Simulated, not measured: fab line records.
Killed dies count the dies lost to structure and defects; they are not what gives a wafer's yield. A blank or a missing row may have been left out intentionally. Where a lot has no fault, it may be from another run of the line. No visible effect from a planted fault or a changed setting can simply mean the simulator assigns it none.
Which tool is to blame? | flow sky130 | 12 lots, 36 wafers sampled, at 1 step of a route of 708

== WHAT THE GAUGES READ, wafer by wafer ==
SKY_NWELL_OVL_MEAS_10.
lot  | measured     | on         | NWELL_00_OVL (nm)
L075 | day 4 18:22  | overlay-01 | 2.0 0.7 -0.7
L077 | day 5 06:20  | overlay-02 | -0.2 -0.4 -0.7
L079 | day 5 21:04  | overlay-01 | 1.1 -0.2 1.2
L081 | day 6 07:59  | overlay-02 | 1.1 -0.8 -0.1
L083 | day 6 16:07  | overlay-02 | -0.7 0.0 0.1
L085 | day 7 05:04  | overlay-02 | -0.7 -0.1 0.3
L087 | day 7 11:32  | overlay-01 | 0.8 2.3 0.0
L089 | day 8 05:50  | overlay-02 | -1.2 -1.0 -2.1
L090 | day 9 05:13  | overlay-01 | 0.3 0.4 -1.1
L092 | day 9 11:00  | overlay-02 | 0.0 -2.4 -0.1
L095 | day 9 20:12  | overlay-01 | -0.6 -1.0 -1.1
L097 | day 10 11:31 | overlay-02 | 0.1 2.6 0.3

== WHAT TOOL EACH LOT RAN ON (gives the tool, then ch and the chambers of the sampled wafers, and finally the start) ==
There is no process step in the record ahead of these readings.

== THE ANSWER, worked out from the rows above alone ==
Rule: usual is defined by the lots themselves. The widest of any qualifying gaps counts: lots, ordered by their means at a reading, are off when they make up no more than a third of the lots, leave a main group of 4 or more, and stand apart from it by 3 or more times the standard deviation of that group's means. If all means in a main group match to the digits the tables above print for the reading, that group is not used. Also off: a lot with no number at a reading for which 4 or more lots have one. The other lots that the step has rows for count as sound.
Nothing can be told from this: no lot is off at any reading shown.

== WHAT THE SIMULATOR HAD PUT IN ==
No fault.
